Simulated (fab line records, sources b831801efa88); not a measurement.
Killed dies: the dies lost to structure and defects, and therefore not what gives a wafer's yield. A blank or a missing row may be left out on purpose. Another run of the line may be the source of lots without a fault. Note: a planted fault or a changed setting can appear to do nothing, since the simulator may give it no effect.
Which tool was responsible? + flow sky130 + 14 lots with 42 wafers sampled at 2 steps, on a route of 708 steps

== WHAT THE GAUGES READ, wafer by wafer ==
SKY_VIA4_OVL_MEAS_11.
| lot  | measured     | on         | VIA4_OVL (nm)     |
|------|--------------|------------|-------------------|
| L603 | day 42 16:55 | overlay-01 | 0.3 -0.5 -0.2     |
| L604 | day 43 02:04 | overlay-01 | -0.5 -0.4 1.3     |
| L605 | day 43 13:13 | overlay-02 | -0.5 1.2 1.2      |
| L606 | day 43 14:20 | overlay-01 | 1.0 2.5 2.4       |
| L607 | day 44 05:31 | overlay-02 | 0.7 -0.2 -1.3     |
| L609 | day 44 08:37 | overlay-01 | 3.7 0.8 2.6       |
| L610 | day 44 19:03 | overlay-02 | 1.2 1.1 -0.5      |
| L611 | day 45 02:59 | overlay-02 | 0.3 -0.4 -1.5     |
| L613 | day 45 12:53 | overlay-02 | 0.9 0.8 1.9       |
| L614 | day 45 22:20 | overlay-01 | 1.3 -0.5 0.7      |
| L615 | day 46 02:00 | overlay-01 | 0.2 -2.6 0.0      |
| L619 | day 47 06:55 | overlay-02 | 135.7 133.8 135.2 |
| L618 | day 47 08:45 | overlay-01 | 134.9 133.4 131.8 |
| L626 | day 48 16:24 | overlay-02 | 2.0 1.9 2.2       |

== WHICH TOOL RAN EACH LOT (tool, then ch and the chambers of the sampled wafers, then the start) ==
| lot  | SKY_VIA4_EXPOSE_08                  |
|------|-------------------------------------|
| L603 | iline_stepper-01 ch 0, day 42 05:19 |
| L604 | iline_stepper-02 ch 0, day 42 15:28 |
| L605 | iline_stepper-02 ch 0, day 43 01:25 |
| L606 | iline_stepper-02 ch 0, day 43 02:42 |
| L607 | iline_stepper-02 ch 0, day 43 19:14 |
| L609 | iline_stepper-02 ch 0, day 43 21:55 |
| L610 | iline_stepper-02 ch 0, day 44 08:02 |
| L611 | iline_stepper-02 ch 0, day 44 16:35 |
| L613 | iline_stepper-02 ch 0, day 45 01:56 |
| L614 | iline_stepper-01 ch 0, day 45 12:07 |
| L615 | iline_stepper-01 ch 0, day 45 15:53 |
| L619 | iline_stepper-01 ch 0, day 46 20:58 |
| L618 | iline_stepper-01 ch 0, day 46 22:38 |
| L626 | iline_stepper-02 ch 0, day 48 07:29 |
- SKY_VIA4_EXPOSE_08: exposes mask VIM4, target cd 800 nm.

== WHAT THE TOOLS THEMSELVES READ (means of the sampled wafers that have a number; where no wafer has one, the mark that the record gives instead) ==
SKY_VIA4_EXPOSE_08.
| lot  | tool             | focus_offset_nm (nm) |
|------|------------------|----------------------|
| L603 | iline_stepper-01 | -0.2                 |
| L604 | iline_stepper-02 | -0.4                 |
| L605 | iline_stepper-02 | 0.2                  |
| L606 | iline_stepper-02 | -0.6                 |
| L607 | iline_stepper-02 | -0.2                 |
| L609 | iline_stepper-02 | -0.8                 |
| L610 | iline_stepper-02 | 0.2                  |
| L611 | iline_stepper-02 | 0.4                  |
| L613 | iline_stepper-02 | -0.1                 |
| L614 | iline_stepper-01 | -0.5                 |
| L615 | iline_stepper-01 | -0.5                 |
| L619 | iline_stepper-01 | 0.2                  |
| L618 | iline_stepper-01 | 0.2                  |
| L626 | iline_stepper-02 | -0.3                 |

== THE ANSWER, worked out from the rows above alone ==
Rule: what is usual is taken from the lots themselves. The widest of any qualifying gaps counts: lots, ordered by their means at a reading, are off when they make up no more than a third of the lots, leave a main group of 4 or more, and stand apart from it by 3 or more times the standard deviation of that group's means. A main group is skipped when, at the precision printed for the reading in the tables above, its means are all equal. Also off: a lot with no number at a reading for which 4 or more lots have one. The other lots that the step has rows for count as sound. After the gauges, taken in route order, come the tools' own readings; for these a lot's mean is taken, as printed above. The first step at which some lot is off is used, and at that step the reading that is off furthest; a lot without a number counts as furthest.
Off: L619, L618, at SKY_VIA4_OVL_MEAS_11 (VIA4_OVL). The main group: mean 0.6 nm, standard deviation 1.
If a tool, at a process step before that reading, ran all the lots that are off and no sound lot after the first of them, it fits. Those tools and the gauges at SKY_VIA4_OVL_MEAS_11 are tried in the same way. One fits: SKY_VIA4_EXPOSE_08 on iline_stepper-01. Its last sound lot is L615 (day 45 15:53), its first lot that is off L619 (day 46 20:58): a fault that began between those two fits.

== WHAT WAS PUT IN BY THE SIMULATOR ==
Scanner matching overlay: iline_stepper-01, from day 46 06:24 on, at SKY_VIA4_EXPOSE_08. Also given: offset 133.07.
Lots struck among those shown: L619, L618. This agrees with what the rule above found.
